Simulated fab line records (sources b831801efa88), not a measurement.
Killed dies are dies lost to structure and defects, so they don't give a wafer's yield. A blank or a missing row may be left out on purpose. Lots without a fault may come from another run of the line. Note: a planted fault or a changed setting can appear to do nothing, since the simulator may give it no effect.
2 desks, one fault	flow gf180mcu	each desk has only its own numbers; what lay behind them comes last

## METROLOGY DESK
Lot by lot, what the gauges showed, no matter which tool ran the lot: averages of those sampled wafers that carry a number. Marked OUT: a lot whose mean sits more than 4 standard deviations from the usual mean, which makes it out of limits; the brackets give that distance.
Columns: A = HV_LDD_RS at GF_HV_LDD_RS_MEAS_53, usual 417.9 ohm/sq; B = M3_ALCU_RS at GF_M3_RS_MEAS_05, usual 0.0695 ohm/sq
lot	first seen here	A	B
L147	day 12 23:38	417.4	0.0692
L151	day 13 23:24	417.5	0.0690
L154	day 15 03:45	418.7	0.0699
L156	day 15 23:35	418.0	0.0688
L157	day 16 04:08	408.7 (-7.1) OUT	0.0681
L158	day 16 13:55	411.6 (-4.9) OUT	0.0693
L160	day 17 06:36	417.8	0.0697
L164	day 18 09:44	418.3	0.0690
L165	day 18 23:47	418.9	0.0698
L166	day 19 03:25	418.6	0.0704
L167	day 19 13:06	417.9	0.0691
L168	day 19 21:31	419.0	0.0698
L169	day 20 03:32	420.9	0.0688
This desk's finding: out of limits on L157, L158; first on L157, day 16 04:08 (HV_LDD_RS at GF_HV_LDD_RS_MEAS_53). L147, L151, L154, L156, L160, L164, L165, L166, L167, L168, L169 stayed within limits.

## TOOL OWNER'S DESK, implanter-03
For each lot that ran on this tool, the mean over its sampled wafers that have a number, from the tool's own readings at GF_HV_LDD_IMPLANT_34. Marked OUT: a lot whose mean sits more than 4 standard deviations from the usual mean, which makes it out of limits; the brackets give that distance.
Columns: A = dose ions cm2 at GF_HV_LDD_IMPLANT_34, usual 7.498e+12; B = faraday current uA at GF_HV_LDD_IMPLANT_34, usual 42.4
lot	first seen here	A	B
L147	day 12 02:47	7.490e+12	42.0
L151	day 13 02:11	7.490e+12	42.1
L157	day 15 05:17	1.020e+13 (+99 or more) OUT	57.7 (+19) OUT
L158	day 15 15:00	1.019e+13 (+99 or more) OUT	57.4 (+18) OUT
L166	day 18 03:11	7.499e+12	43.0
L169	day 19 02:05	7.489e+12	42.6
Finding of this desk: L157, L158 out of limits; the first was L157 at day 15 05:17, on dose ions cm2 at GF_HV_LDD_IMPLANT_34. L147, L151, L166, L169 stayed within limits.

## ALL TOGETHER
At day 15 05:17, on L157, L158, the tool owner's desk was in a position to raise an alarm.
At day 16 04:08 the metrology desk could have sounded an alarm, on L157, L158.
The lots listed all ran GF_HV_LDD_IMPLANT_34 on implanter-03.

## WHAT THE SIMULATOR PUT IN
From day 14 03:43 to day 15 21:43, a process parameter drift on implanter-03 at GF_HV_LDD_IMPLANT_34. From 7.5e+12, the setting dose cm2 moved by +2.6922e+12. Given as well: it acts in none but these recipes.
Lots struck among those shown: L157, L158.
Fault start to first reading out of limits, in hours, per desk: tool owner, 26; metrology, 48.
